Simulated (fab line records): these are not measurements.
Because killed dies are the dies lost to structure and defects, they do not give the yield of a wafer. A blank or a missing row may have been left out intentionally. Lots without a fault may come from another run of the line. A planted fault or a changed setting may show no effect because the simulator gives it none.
fab line records ; flow sky130 ; part 2 of 2: steps 30 to 39 of 39
[record] lots = 5; wafers = 15; last_day = 51
route steps=708 shown VT_ADJUST_PCH@148 SONOS_TUNNEL@154 SONOS_ONO@168
lots untouched by any fault: they come from a run of this same line in which no faults occurred
start_h: hours from the record's first day to the start of the lot's first wafer shown ; wait_h: hours elapsed since this lot's preceding step ; " same as the row above ; L1.1+2: several wafers, shown together as one row ; - value missing, or start not given ; * or withheld: withheld ; < > ~ a bound
route shown NAME@n: a module of which the file shows steps, and the number in the route of the first ; usual: mean and standard deviation over wafers with no fault ; same: alike in all rows ; chamber/n: place in a boat ; sites: readings site by site ; _std_site: standard deviation of those values ; _edge_site: inner sites' mean taken away from outer sites' mean ; radius_mm: how far each site lies from the wafer's centre ; mask NAME#n: copy n ; behind: the most recent tool/chamber to have shaped the wafer ; hold: why the lot was held/for how many hours/how that ended ; device: transistor that didn't switch, given as n, p or np ; end of line: the route-end tests of the same wafers ; where a step has no rows: the recipe by itself ; killed: the dies lost at the first sort to structure and to defects; this is not the yield of the wafer ; map: per-die view of a wafer (x killed, . not killed, _ where there is no die)
set.NAME: setting as actually run; set.NAME@STEP: the setting as run at that earlier step ; model.NAME: the simulator's own value behind a step, which no gauge read
lots at some steps of the route; a table a step, a row a wafer
services: the hour from which a tool's chamber was out of use, counted from the record's first day as start_h (under 0 if before that day), plus the number of hours and why
[[steps]]
[step SKY_SONOS_ONO_SOFTBAKE_09]
[recipe] temp_c = 90; time_s = 60; resist = NOVOLAK
lot.wafer;tool;chamber;start_h;wait_h
L076.2+4+6;litho_track-03;0;307.27;0.1
L081.1+3+4;litho_track-03;0;330.34;0.1
L086.3+5+6;litho_track-04;0;377.54;0.1
L095.2+3+4;litho_track-02;0;446.39;0.1
L096.2+5+6;litho_track-04;0;452.57;0.1
[step SKY_SONOS_ONO_EXPOSE_10]
[recipe] mask_id = ONOM; target_cd_nm = 410; na = 0.6; source_shape = conventional; sigma_outer = 0.6; dose_mj = 150
[usual] stage_vel_mm_s = 499.99/0.26
lot.wafer;tool;chamber;start_h;wait_h;mask;stage_vel_mm_s
L076.2;iline_stepper-02;0;-;-;ONOM#0;499.62
L076.4;iline_stepper-02;0;-;-;ONOM#0;499.85
L076.6;iline_stepper-02;0;-;-;ONOM#0;499.71
L081.1;iline_stepper-01;0;-;-;ONOM#0;500.13
L081.3;iline_stepper-01;0;-;-;ONOM#0;499.99
L081.4;iline_stepper-01;0;-;-;ONOM#0;499.83
L086.3;iline_stepper-02;0;-;-;ONOM#0;500.16
L086.5;iline_stepper-02;0;-;-;ONOM#0;500.08
L086.6;iline_stepper-02;0;-;-;ONOM#0;499.79
L095.2;iline_stepper-02;0;-;-;ONOM#0;499.73
L095.3;iline_stepper-02;0;-;-;ONOM#0;499.77
L095.4;iline_stepper-02;0;-;-;ONOM#0;499.94
L096.2;iline_stepper-01;0;-;-;ONOM#0;499.80
L096.5;iline_stepper-01;0;-;-;ONOM#0;500.04
L096.6;iline_stepper-01;0;-;-;ONOM#0;499.80
[step SKY_SONOS_ONO_PEB_11]
[recipe] temp_c = withheld; time_s = *; resist = NOVOLAK
lot.wafer;tool;chamber;start_h;wait_h
L076.2+4+6;litho_track-03;0;-;-
L081.1+3+4;litho_track-03;0;-;-
L086.3+5+6;litho_track-03;0;-;-
L095.2+3+4;litho_track-04;0;-;-
L096.2+5+6;litho_track-03;0;-;-
[step SKY_SONOS_ONO_DEVELOP_12]
[recipe] develop_time_s = 60; dev_temp_c = 23
lot.wafer;tool;chamber;start_h;wait_h
L076.2+4+6;litho_track-03;0;320.37;0.1
L081.1+3+4;litho_track-03;0;344.24;0.1
L086.3+5+6;litho_track-03;0;392.04;0.1
L095.2+3+4;litho_track-04;0;461.67;0.1
L096.2+5+6;litho_track-03;0;468.21;0.1
[step SKY_SONOS_ONO_CD_MEAS_13]
[recipe] target_cd_nm = 410
[usual] cd_nm = 409.6/2.4
lot.wafer;tool;chamber;start_h;wait_h;cd_nm
L076.2;cd_sem-01;-;320.51;0.1;411.4
L076.4;cd_sem-01;-;320.51;0.1;410.1
L076.6;cd_sem-01;-;320.51;0.1;411.1
L081.1;cd_sem-01;-;344.39;0.1;408.5
L081.3;cd_sem-01;-;344.39;0.1;409.7
L081.4;cd_sem-01;-;344.39;0.1;410.0
L086.3;cd_sem-01;-;392.18;0.1;407.8
L086.5;cd_sem-01;-;392.18;0.1;409.7
L086.6;cd_sem-01;-;392.18;0.1;409.4
L095.2;cd_sem-02;-;461.81;0.1;406.2
L095.3;cd_sem-02;-;461.81;0.1;407.1
L095.4;cd_sem-02;-;461.81;0.1;407.7
L096.2;cd_sem-01;-;468.36;0.1;410.4
L096.5;cd_sem-01;-;468.36;0.1;408.9
L096.6;cd_sem-01;-;468.36;0.1;407.8
[step SKY_SONOS_ONO_OVL_MEAS_14]
[usual] SONOS_ONO_OVL = 0.1/1.1
lot.wafer;tool;chamber;start_h;wait_h;SONOS_ONO_OVL[nm]
L076.2;overlay-02;-;320.62;0.1;0.4
L076.4;overlay-02;-;320.62;0.1;0.0
L076.6;overlay-02;-;320.62;0.1;-0.1
L081.1;overlay-01;-;344.51;0.1;1.6
L081.3;overlay-01;-;344.51;0.1;-1.2
L081.4;overlay-01;-;344.51;0.1;-0.2
L086.3;overlay-01;-;392.27;0.1;-0.9
L086.5;overlay-01;-;392.27;0.1;-0.3
L086.6;overlay-01;-;392.27;0.1;-0.3
L095.2;overlay-01;-;461.92;0.1;1.6
L095.3;overlay-01;-;461.92;0.1;2.6
L095.4;overlay-01;-;461.92;0.1;0.1
L096.2;overlay-02;-;468.47;0.1;0.5
L096.5;overlay-02;-;468.47;0.1;1.3
L096.6;overlay-02;-;468.47;0.1;1.2
[step SKY_SONOS_ONO_ETCH_15]
[recipe] target_depth_nm = 19.52; chemistry = CHF3/O2; source_w = 600; bias_w = 200; pressure_mtorr = 40; chf3_flow_sccm = 50; O2_flow_sccm = 5; time_s = 7.8
[usual] drypump_motor_current_A = 5.8/0.36; oes_product_au = 1.006/0.013; throttle_valve_pct = 8.827/0.0091
lot.wafer;tool;chamber;start_h;wait_h;drypump_motor_current_A;oes_product_au;rf_hours_counter_h;throttle_valve_pct
L076.2;rie_diel-03;2;320.65;0.0;5.9;1.033;85;8.829
L076.4;rie_diel-03;3;320.65;0.0;5.8;1.002;33;8.829
L076.6;rie_diel-03;0;320.65;0.0;5.9;1.000;-;8.834
L081.1;rie_diel-01;1;344.55;0.0;6.3;1.001;2;8.831
L081.3;rie_diel-01;3;344.55;0.0;5.9;1.002;69;8.832
L081.4;rie_diel-01;0;344.55;0.0;5.8;1.004;30;8.834
L086.3;rie_diel-01;2;392.30;0.0;5.9;0.985;3;8.822
L086.5;rie_diel-01;1;392.30;0.0;6.3;0.994;-;8.836
L086.6;rie_diel-01;0;392.30;0.0;5.8;0.997;-;8.816
L095.2;rie_diel-01;0;461.95;0.0;5.8;1.001;32;8.834
L095.3;rie_diel-01;3;461.95;0.0;5.9;0.997;71;8.803
L095.4;rie_diel-01;1;461.95;0.0;6.3;1.017;5;8.835
L096.2;rie_diel-04;2;468.50;0.0;5.4;0.995;3;8.821
L096.5;rie_diel-04;0;468.50;0.0;6.2;0.982;-;8.835
L096.6;rie_diel-04;1;468.50;0.0;4.8;1.002;-;8.823
[step SKY_SONOS_ONO_WET_ETCH_16]
[recipe] chemistry = dHF; target_depth_nm = 14; dry = n2_spin; target = SiO2; dilution = 100:1; temp_c = 25; time_s = 280
[usual] bath_heat_duty_pct = 6.2/0.57
lot.wafer;tool;chamber;start_h;wait_h;bath_heat_duty_pct
L076.2;wet_bench-01;3;320.67;0.0;6.2
L076.4;wet_bench-01;3;320.67;0.0;6.2
L076.6;wet_bench-01;3;320.67;0.0;5.2
L081.1;wet_bench-01;1;344.57;0.0;5.0
L081.3;wet_bench-01;1;344.57;0.0;6.4
L081.4;wet_bench-01;1;344.57;0.0;6.5
L086.3;wet_bench-04;1;392.32;0.0;5.4
L086.5;wet_bench-04;1;392.32;0.0;6.1
L086.6;wet_bench-04;1;392.32;0.0;5.5
L095.2;wet_bench-04;1;461.97;0.0;6.4
L095.3;wet_bench-04;1;461.97;0.0;5.5
L095.4;wet_bench-04;1;461.97;0.0;5.9
L096.2;wet_bench-04;1;468.52;0.0;6.5
L096.5;wet_bench-04;1;468.52;0.0;6.4
L096.6;wet_bench-04;1;468.52;0.0;6.1
[step SKY_SONOS_ONO_STRIP_17]
[recipe] chemistry = O2/N2; power_w = 1400; pressure_mtorr = 1500; platen_temp_c = withheld; o2_flow_sccm = 3000; n2_flow_sccm = 300; overash_fraction = 0.5
[usual] drypump_motor_current_A = 5.7/0.52; oes_product_au = 0.710/0.0049; strip_time_to_endpoint_s = 14.08/0.038
lot.wafer;tool;chamber;start_h;wait_h;drypump_motor_current_A;oes_product_au;rf_hours_counter_h;strip_time_to_endpoint_s
L076.2;plasma_asher-01;0;320.75;0.0;5.0;0.708;20;14.11
L076.4;plasma_asher-01;0;320.75;0.0;5.0;0.709;-;14.17
L076.6;plasma_asher-01;1;320.75;0.0;5.8;0.705;-;14.16
L081.1;plasma_asher-04;1;344.65;0.0;6.1;0.713;63;14.03
L081.3;plasma_asher-04;1;344.65;0.0;6.1;0.712;-;14.02
L081.4;plasma_asher-04;0;344.65;0.0;6.4;0.707;-;14.02
L086.3;plasma_asher-04;0;392.44;0.0;6.4;0.705;-;14.10
L086.5;plasma_asher-04;0;392.44;0.0;6.4;0.709;-;14.07
L086.6;plasma_asher-04;1;392.44;0.0;6.1;0.720;-;14.11
L095.2;plasma_asher-04;0;462.06;0.0;6.4;0.712;75;14.04
L095.3;plasma_asher-04;0;462.06;0.0;6.4;0.707;-;14.07
L095.4;plasma_asher-04;1;462.06;0.0;6.1;0.704;-;14.05
L096.2;plasma_asher-04;0;468.60;0.0;6.4;0.707;76;14.05
L096.5;plasma_asher-04;1;468.60;0.0;6.1;0.711;-;14.06
L096.6;plasma_asher-04;0;468.60;0.0;6.4;0.707;-;14.10
[step SKY_SONOS_ONO_WET_ETCH_18]
[recipe] chemistry = H3PO4; target_depth_nm = 15; target = Si3N4; temp_c = 160; time_s = 172
[usual] bath_heat_duty_pct = 26.6/1.7
lot.wafer;tool;chamber;start_h;wait_h;bath_heat_duty_pct
L076.2;wet_bench-02;1;320.85;0.1;27.1
L076.4;wet_bench-02;1;320.85;0.1;27.8
L076.6;wet_bench-02;1;320.85;0.1;26.9
L081.1;wet_bench-04;0;344.75;0.1;25.8
L081.3;wet_bench-04;0;344.75;0.1;28.3
L081.4;wet_bench-04;0;344.75;0.1;26.0
L086.3;wet_bench-01;2;392.50;0.0;24.6
L086.5;wet_bench-01;2;392.50;0.0;23.8
L086.6;wet_bench-01;2;392.50;0.0;26.5
L095.2;wet_bench-02;1;462.16;0.1;26.7
L095.3;wet_bench-02;1;462.16;0.1;25.9
L095.4;wet_bench-02;1;462.16;0.1;31.2
L096.2;wet_bench-02;3;468.70;0.1;28.6
L096.5;wet_bench-02;3;468.70;0.1;28.2
L096.6;wet_bench-02;3;468.70;0.1;29.0
[[services]]
tool;chamber;start_h;hours;kind
implanter-04;-;238.25;2.0;repair
iline_stepper-01;-;242.81;1.7;pm
wet_bench-02;-;245.45;3.7;repair
wet_bench-02;-;247.26;1.2;repair
implanter-04;-;250.15;6.0;repair
implanter-04;-;258.50;4.4;pm
implanter-04;-;273.89;5.2;repair
lpcvd-02;-;275.08;6.1;pm
lpcvd-02;-;282.76;6.0;pm
plasma_asher-04;-;286.22;1.8;repair
furnace-01;-;289.40;1.8;repair
iline_stepper-02;-;294.08;8.9;pm
rie_diel-01;-;294.29;0.9;repair
implanter-01;-;298.64;5.5;pm
rie_diel-01;0;300.43;8.3;repair
iline_stepper-01;-;348.81;2.1;pm
furnace-01;-;358.25;2.9;pm
rie_diel-01;1;376.90;8.0;repair
wet_bench-02;-;391.59;0.8;repair
iline_stepper-01;-;412.25;7.1;repair
lpcvd-02;-;423.19;2.8;pm
plasma_asher-04;-;430.52;0.3;repair
iline_stepper-02;-;434.52;1.7;pm
iline_stepper-01;-;460.99;1.7;pm
